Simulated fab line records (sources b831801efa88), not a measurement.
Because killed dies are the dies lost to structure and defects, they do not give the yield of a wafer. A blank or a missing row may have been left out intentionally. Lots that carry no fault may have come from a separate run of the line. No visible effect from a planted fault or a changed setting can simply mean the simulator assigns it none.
fab line records -- flow sky130
[record] lots = 6, wafers = 18, last-day = 49
route steps=708 shown VIA2@524 METAL3@532 CAPM@537 PAD_OPEN@708
lots untouched by any fault: they come from a run of this same line in which no faults occurred
start-h: hours from the record's opening day to when the first of the lot's shown wafers began -- wait-h: hours elapsed since this lot's preceding step -- " repeats the value in the row above -- L1.1+2: several wafers, shown together as one row -- - no value present, or no start provided -- * or withheld: withheld -- < > ~ a bound
route shown NAME@n: a module of which the file shows steps, and the number in the route of the first -- usual: mean and standard deviation over wafers with no fault -- same: alike in all rows -- chamber/n: place in a boat -- sites: each site's reading -- _std_site: the standard deviation of these -- _edge_site: the outer-site mean with the inner-site mean subtracted -- radius-mm: how far each site lies from the wafer's centre -- mask NAME#n: copy n -- behind: the most recent tool/chamber to have shaped the wafer -- hold: the reason the lot was held/the length of the hold in hours/how it ended -- device: names the non-switching transistor (n, p or np) -- end of line: tests of these same wafers at the route's end -- a step with no rows: only its recipe -- killed: count of dies lost to structure and defects at first sort (not the wafer's yield) -- map: the dies of a wafer, with x for killed, . for not killed, _ for no die there
set.NAME: the setting that was run; set.NAME@STEP: the one run at that earlier step -- model.NAME: the simulator's own value behind a step, which no gauge read
certain route steps with their lots: each step a table, each wafer a row
services: a tool's chamber out of use, with start hour (start-h, from the record's first day; less than 0 if before it), hours out, and reason
[[steps]]
[step SKY_VIA2_STRIP_17]
[recipe] chemistry = post-etch-residue-remover, time-s = 1200, temp-c = 72.5
[step SKY_VIA2_CLEAN_18]
[recipe] chemistry = IPA, time-s = 180, temp-c = 25
[step SKY_VIA2_CLEAN_19]
[recipe] chemistry = O3/DIW, dry = n2-spin
[step SKY_VIA2_SPUTTER_20]
[recipe] material = TiN, target-thk-nm = 20, chamber-pressure-pa = 5, power-w = 4000, time-s = 80
[usual] chamber-pressure-pa = 5.001/0.011, throttle-valve-pct = 30.7/0.78
lot.wafer,tool,chamber,start-h,wait-h,chamber-pressure-pa,throttle-valve-pct
L981.1,pvd-sputter-04,-,866.82,0.0,4.997,31.4
L981.5,pvd-sputter-04,-,866.82,0.0,5.011,31.8
L981.6,pvd-sputter-04,-,866.82,0.0,5.014,29.4
L982.2,pvd-sputter-03,-,869.22,0.0,5.020,30.4
L982.3,pvd-sputter-03,-,869.22,0.0,5.001,29.8
L982.6,pvd-sputter-03,-,869.22,0.0,5.005,30.4
L990.3,pvd-sputter-04,-,939.12,0.0,5.003,31.5
L990.4,pvd-sputter-04,-,939.12,0.0,5.028,31.1
L990.5,pvd-sputter-04,-,939.12,0.0,4.999,31.6
L991.1,pvd-sputter-04,-,944.03,0.0,4.993,31.0
L991.2,pvd-sputter-04,-,944.03,0.0,4.997,29.4
L991.6,pvd-sputter-04,-,944.03,0.0,4.986,29.7
L997.1,pvd-sputter-01,-,983.02,0.0,5.007,31.1
L997.4,pvd-sputter-01,-,983.02,0.0,4.988,30.9
L997.6,pvd-sputter-01,-,983.02,0.0,5.002,30.8
L999.1,pvd-sputter-03,-,992.53,0.0,4.995,29.2
L999.3,pvd-sputter-03,-,992.53,0.0,4.986,29.9
L999.5,pvd-sputter-03,-,992.53,0.0,4.989,30.1
[step SKY_VIA2_CVD_21]
[recipe] material = W, target-thk-nm = 420, time-s = 126.4, temp-c = 400, pressure-torr = 40
[step SKY_VIA2_RS_MEAS_22]
[recipe] thk-meas-gauge = four-point-probe, reads = W_of_VIA2_CVD_21+TiN_of_VIA2_SPUTTER_20
[usual] VIA2_W_RS = 0.271/0.0032
lot.wafer,tool,chamber,start-h,wait-h,VIA2_W_RS[ohm/sq]
L981.1,film-metro-02,-,867.01,0.1,0.267
L981.5,film-metro-02,-,867.01,0.1,0.270
L981.6,film-metro-02,-,867.01,0.1,0.268
L982.2,film-metro-01,-,869.43,0.1,0.272
L982.3,film-metro-01,-,869.43,0.1,0.271
L982.6,film-metro-01,-,869.43,0.1,0.273
L990.3,film-metro-03,-,939.35,0.1,0.273
L990.4,film-metro-03,-,939.35,0.1,0.268
L990.5,film-metro-03,-,939.35,0.1,0.270
L991.1,film-metro-01,-,944.23,0.1,0.274
L991.2,film-metro-01,-,944.23,0.1,0.273
L991.6,film-metro-01,-,944.23,0.1,0.277
L997.1,film-metro-02,-,983.21,0.1,0.271
L997.4,film-metro-02,-,983.21,0.1,0.277
L997.6,film-metro-02,-,983.21,0.1,0.279
L999.1,film-metro-02,-,992.72,0.1,0.265
L999.3,film-metro-02,-,992.72,0.1,0.265
L999.5,film-metro-02,-,992.72,0.1,0.268
[step SKY_VIA2_THK_MEAS_23]
[recipe] thk-meas-gauge = xrf, reads = W_of_VIA2_CVD_21
[usual] VIA2_W_THK = 425/7.1
lot.wafer,tool,chamber,start-h,wait-h,VIA2_W_THK[nm]
L981.1,film-metro-02,-,867.13,0.1,428
L981.5,film-metro-02,-,867.13,0.1,421
L981.6,film-metro-02,-,867.13,0.1,423
L982.2,film-metro-01,-,869.54,0.1,421
L982.3,film-metro-01,-,869.54,0.1,425
L982.6,film-metro-01,-,869.54,0.1,419
L990.3,film-metro-03,-,939.45,0.1,427
L990.4,film-metro-03,-,939.45,0.1,438
L990.5,film-metro-03,-,939.45,0.1,433
L991.1,film-metro-01,-,944.35,0.1,415
L991.2,film-metro-01,-,944.35,0.1,421
L991.6,film-metro-01,-,944.35,0.1,413
L997.1,film-metro-02,-,983.33,0.1,423
L997.4,film-metro-02,-,983.33,0.1,415
L997.6,film-metro-02,-,983.33,0.1,414
L999.1,film-metro-02,-,992.84,0.1,436
L999.3,film-metro-02,-,992.84,0.1,436
L999.5,film-metro-02,-,992.84,0.1,432
[step SKY_VIA2_CMP_24]
[recipe] stop-on = SiO2, t-overpolish-s = 20, down-force-psi = 3.5, platen-rpm = 60, target-thk-nm = 0, pad-velocity-m-s = 0.94248
[step SKY_METAL3_SPUTTER_00]
[recipe] material = Ti, target-thk-nm = 15, power-w = 3000, time-s = 10, chamber-pressure-pa = 0.4
[usual] chamber-pressure-pa = 0.4000/0.00071, throttle-valve-pct = 30.1/1.1
lot.wafer,tool,chamber,start-h,wait-h,chamber-pressure-pa,throttle-valve-pct
L981.1,pvd-sputter-03,-,867.49,0.1,0.3999,30.2
L981.5,pvd-sputter-03,-,867.49,0.1,0.3999,30.3
L981.6,pvd-sputter-03,-,867.49,0.1,0.3995,30.1
L982.2,pvd-sputter-01,-,869.89,0.2,0.4001,30.5
L982.3,pvd-sputter-01,-,869.89,0.2,0.3998,31.1
L982.6,pvd-sputter-01,-,869.89,0.2,0.3989,31.2
L990.3,pvd-sputter-03,-,939.79,0.2,0.4002,29.9
L990.4,pvd-sputter-03,-,939.79,0.2,0.4008,30.5
L990.5,pvd-sputter-03,-,939.79,0.2,0.4002,30.4
L991.1,pvd-sputter-03,-,944.71,0.2,0.3999,30.4
L991.2,pvd-sputter-03,-,944.71,0.2,0.4002,30.0
L991.6,pvd-sputter-03,-,944.71,0.2,0.3999,30.4
L997.1,pvd-sputter-02,-,983.69,0.2,0.3992,26.9
L997.4,pvd-sputter-02,-,983.69,0.2,0.3996,29.8
L997.6,pvd-sputter-02,-,983.69,0.2,0.3998,26.9
L999.1,pvd-sputter-01,-,993.20,0.2,0.4008,30.7
L999.3,pvd-sputter-01,-,993.20,0.2,0.3992,31.9
L999.5,pvd-sputter-01,-,993.20,0.2,0.3996,31.8
[step SKY_METAL3_SPUTTER_01]
[recipe] material = TiN, target-thk-nm = 20, power-w = 6500, time-s = 16.7, chamber-pressure-pa = 0.4
[usual] chamber-pressure-pa = 0.4001/0.0009, throttle-valve-pct = 30.1/1.1
lot.wafer,tool,chamber,start-h,wait-h,chamber-pressure-pa,throttle-valve-pct
L981.1,pvd-sputter-03,-,867.52,0.0,0.4009,30.7
L981.5,pvd-sputter-03,-,867.52,0.0,0.4014,30.5
L981.6,pvd-sputter-03,-,867.52,0.0,0.4003,29.7
L982.2,pvd-sputter-01,-,869.92,0.0,0.3993,30.8
L982.3,pvd-sputter-01,-,869.92,0.0,0.4012,31.1
L982.6,pvd-sputter-01,-,869.92,0.0,0.4012,31.1
L990.3,pvd-sputter-03,-,939.82,0.0,0.4009,29.8
L990.4,pvd-sputter-03,-,939.82,0.0,0.3987,30.3
L990.5,pvd-sputter-03,-,939.82,0.0,0.3995,30.4
L991.1,pvd-sputter-03,-,944.73,0.0,0.4004,30.4
L991.2,pvd-sputter-03,-,944.73,0.0,0.3985,30.1
L991.6,pvd-sputter-03,-,944.73,0.0,0.4000,30.3
L997.1,pvd-sputter-02,-,983.72,0.0,0.4008,26.8
L997.4,pvd-sputter-02,-,983.72,0.0,0.3990,29.5
L997.6,pvd-sputter-02,-,983.72,0.0,0.4015,27.0
L999.1,pvd-sputter-01,-,993.22,0.0,0.4009,30.2
L999.3,pvd-sputter-01,-,993.22,0.0,0.4022,31.7
L999.5,pvd-sputter-01,-,993.22,0.0,0.4005,31.6
[step SKY_METAL3_SPUTTER_02]
[recipe] material = AlCu, target-thk-nm = 735, power-w = 10600, time-s = 39.1, chamber-pressure-pa = 0.4
[usual] chamber-pressure-pa = 0.4000/0.00084, throttle-valve-pct = 30.1/1.1
lot.wafer,tool,chamber,start-h,wait-h,chamber-pressure-pa,throttle-valve-pct
L981.1,pvd-sputter-03,-,867.54,0.0,0.4008,30.1
L981.5,pvd-sputter-03,-,867.54,0.0,0.3998,30.4
L981.6,pvd-sputter-03,-,867.54,0.0,0.3999,30.0
L982.2,pvd-sputter-01,-,869.94,0.0,0.3987,30.5
L982.3,pvd-sputter-01,-,869.94,0.0,0.4009,31.2
L982.6,pvd-sputter-01,-,869.94,0.0,0.4012,31.1
L990.3,pvd-sputter-03,-,939.84,0.0,0.3999,29.9
L990.4,pvd-sputter-03,-,939.84,0.0,0.4002,30.2
L990.5,pvd-sputter-03,-,939.84,0.0,0.4008,30.5
L991.1,pvd-sputter-03,-,944.75,0.0,0.3995,30.5
L991.2,pvd-sputter-03,-,944.75,0.0,0.3999,30.1
L991.6,pvd-sputter-03,-,944.75,0.0,0.4003,30.3
L997.1,pvd-sputter-02,-,983.74,0.0,0.4004,27.0
L997.4,pvd-sputter-02,-,983.74,0.0,0.3998,29.6
L997.6,pvd-sputter-02,-,983.74,0.0,0.3995,26.9
L999.1,pvd-sputter-01,-,993.25,0.0,0.3975,30.5
L999.3,pvd-sputter-01,-,993.25,0.0,0.3994,31.7
L999.5,pvd-sputter-01,-,993.25,0.0,0.4004,31.8
[step SKY_METAL3_SPUTTER_03]
[recipe] material = Ti, target-thk-nm = 5, power-w = 3000, time-s = 3.3, chamber-pressure-pa = 0.4
[step SKY_METAL3_SPUTTER_04]
[recipe] material = TiN, target-thk-nm = 70, power-w = 6500, time-s = 58.3, chamber-pressure-pa = 0.4
[usual] chamber-pressure-pa = 0.4000/0.00074, throttle-valve-pct = 30.1/1.1
lot.wafer,tool,chamber,start-h,wait-h,chamber-pressure-pa,throttle-valve-pct,model.TiN_of_METAL3_SPUTTER_04.thk-nm
L981.1,pvd-sputter-03,-,867.60,0.0,0.3994,30.6,69.65
L981.5,pvd-sputter-03,-,867.60,0.0,0.4004,30.3,70.21
L981.6,pvd-sputter-03,-,867.60,0.0,0.4000,30.1,71.37
L982.2,pvd-sputter-01,-,870.00,0.0,0.3993,30.6,68.84
L982.3,pvd-sputter-01,-,870.00,0.0,0.4003,30.9,68.65
L982.6,pvd-sputter-01,-,870.00,0.0,0.3988,31.1,68.23
L990.3,pvd-sputter-03,-,939.90,0.0,0.4974,26.8,67.63
L990.4,pvd-sputter-03,-,939.90,0.0,0.3995,30.6,69.55
L990.5,pvd-sputter-03,-,939.90,0.0,0.3998,30.5,69.25
L991.1,pvd-sputter-03,-,944.81,0.0,0.3999,30.5,69.24
L991.2,pvd-sputter-03,-,944.81,0.0,0.4965,26.7,68.24
L991.6,pvd-sputter-03,-,944.81,0.0,0.4007,30.5,69.4
L997.1,pvd-sputter-02,-,983.80,0.0,0.4000,26.7,70.27
L997.4,pvd-sputter-02,-,983.80,0.0,0.4002,29.6,70.89
L997.6,pvd-sputter-02,-,983.80,0.0,0.3994,26.9,70.06
L999.1,pvd-sputter-01,-,993.30,0.0,0.4002,30.5,70.36
L999.3,pvd-sputter-01,-,993.30,0.0,0.3995,31.8,70.63
L999.5,pvd-sputter-01,-,993.30,0.0,0.4004,32.0,70.64
[step SKY_CAPM_CVD_00]
[recipe] material = SiO2, target-thk-nm = 15.5, temp-c = 400, time-s = withheld, rf-w = 450
[usual] heater-power-w = 699/130
lot.wafer,tool,chamber,start-h,wait-h,heater-power-w
L981.1,pecvd-01,1,867.65,0.0,541
L981.5,pecvd-01,2,867.65,0.0,791
L981.6,pecvd-01,0,867.65,0.0,737
L982.2,pecvd-04,2,870.05,0.0,593
L982.3,pecvd-04,1,870.05,0.0,772
L982.6,pecvd-04,0,870.05,0.0,771
L990.3,pecvd-03,0,939.95,0.0,811
L990.4,pecvd-03,2,939.95,0.0,1047
L990.5,pecvd-03,0,939.95,0.0,808
L991.1,pecvd-03,2,944.86,0.0,990
L991.2,pecvd-03,0,944.86,0.0,717
L991.6,pecvd-03,0,944.86,0.0,745
L997.1,pecvd-04,2,983.85,0.0,552
L997.4,pecvd-04,0,983.85,0.0,734
L997.6,pecvd-04,2,983.85,0.0,542
L999.1,pecvd-01,1,993.35,0.0,518
L999.3,pecvd-01,2,993.35,0.0,763
L999.5,pecvd-01,0,993.35,0.0,696
[step SKY_PAD_OPEN_PROBE_99]
[usual] defect-limited-yield = 82.3/2, killed_at_M0_to_M3 = 43/7.1, killed_at_M4_up = 3/1.7, killed-at-contacts = 25/5.6, killed-at-front-end = 16/4.1, killed-at-other = 0.2/0.49, killed-dies = 87/9.8, killed-open = 47/7.6, killed-short = 40/6.1, sort_bin_3_pad_short = 0.9/0.44, sort_bin_5_function = 10.5/1.6, sort_bin_6_memory = 6.3/1, sort-n-pass = 405/9.8, sort-yield-pct = 82.3/2
[same] gross-dies = 492, killed-at-back-side = 0, sort_bin_4_leakage[%] = 0, sort_bin_8_speed[%] = 0
lot.wafer,tool,chamber,start-h,wait-h,defect-limited-yield[%],killed_at_M0_to_M3,killed_at_M4_up,killed-at-contacts,killed-at-front-end,killed-at-other,killed-dies,killed-open,killed-short,sort_bin_3_pad_short[%],sort_bin_5_function[%],sort_bin_6_memory[%],sort-n-pass,sort-yield-pct[%]
L991.1,prober-01,-,1148.57,0.1,81.7,46,4,22,18,0,90,40,50,1.4,9.3,7.5,402,81.7
L991.2,prober-01,-,1148.62,0.1,85.4,42,2,15,13,0,72,38,34,0.6,8.9,5.1,420,85.4
L991.6,prober-01,-,1148.82,0.2,78.9,47,4,32,21,0,104,61,43,1.0,13.4,6.7,388,78.9
// killed by level:class
L991.1 VIA1:geometric-particle:open=11 VIA1:geometric-particle:short=8 LI_CONTACT:geometric-particle:open=7 METAL3:geometric-particle:short=6 LOCAL_INTERCONNECT:geometric-particle:short=5 CONTACT:geometric-particle:short=5 FIELD_ISO:geometric-particle:open=4 CONTACT:geometric-particle:open=4
L991.2 VIA2:geometric-particle:open=8 VIA1:geometric-particle:open=6 VIA1:geometric-particle:short=5 LI_CONTACT:geometric-particle:open=5 CONTACT:geometric-particle:open=5 METAL2:geometric-particle:short=5 FIELD_ISO:geometric-particle:short=4 POLY_GATE:geometric-particle:open=4
L991.6 VIA1:geometric-particle:open=11 CONTACT:geometric-particle:open=10 LI_CONTACT:geometric-particle:open=8 VIA2:geometric-particle:open=8 LOCAL_INTERCONNECT:geometric-particle:short=7 CONTACT:geometric-particle:short=6 VIA1:geometric-particle:short=6 FIELD_ISO:geometric-particle:open=5
[[services]]
tool,chamber,start-h,hours,kind
pecvd-04,1,852.23,5.5,scheduled-down
pecvd-01,2,878.83,5.5,scheduled-down
pvd-sputter-04,-,886.14,12.2,repair
pvd-sputter-02,0,886.19,-,consumable-replace:kit
pvd-sputter-02,0,886.19,18.0,scheduled-down
pvd-sputter-02,0,886.19,18.0,vent-cycle
pvd-sputter-03,-,894.75,8.1,repair
pvd-sputter-04,-,902.64,3.2,repair
pecvd-01,0,902.75,5.5,scheduled-down
pvd-sputter-01,1,905.78,-,consumable-replace:kit
pvd-sputter-01,1,905.78,18.0,scheduled-down
pvd-sputter-01,1,905.78,18.0,vent-cycle
pvd-sputter-01,-,908.89,2.0,repair
pecvd-03,2,941.77,2.1,scheduled-down
pecvd-04,0,951.38,2.1,scheduled-down
pvd-sputter-04,0,958.13,-,consumable-replace:kit
pvd-sputter-04,0,958.13,18.0,scheduled-down
pvd-sputter-04,0,958.13,18.0,vent-cycle
pvd-sputter-02,-,964.05,6.7,repair
pvd-sputter-03,1,973.35,-,consumable-replace:kit
pvd-sputter-03,1,973.35,18.0,scheduled-down
pvd-sputter-03,1,973.35,18.0,vent-cycle
pvd-sputter-02,-,985.63,2.1,repair
pecvd-03,0,990.52,4.8,repair
[[key]]
[first-sign] step = SKY_METAL3_SPUTTER_04, reading = chamber-pressure-pa, direction = up, sigmas = 99+, usual = 0.4000, struck = 0.4969
[effect] step = SKY_METAL3_SPUTTER_04, reading = throttle-valve-pct, direction = down, sigmas = 3.1, usual = 30.1, struck = 26.7
[model-effect] step = SKY_METAL3_SPUTTER_04, value = TiN_of_METAL3_SPUTTER_04.thk-nm, without = 70.36, struck = 67.93
met-at SKY_METAL3_SPUTTER_04
struck-wafers L990.3,L991.2
onset-between 867.60 939.90
[fault] kind = process-parameter-drift, tool = pvd-sputter-03, chamber = -, onset-h = 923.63, steps = SKY_METAL3_SPUTTER_04, channel = chamber-pressure-pa, offset = 0.096225, shape = step, end-h = 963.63, acts-in = these-recipes-only, stated = 0.4, scope = struck-wafers-only
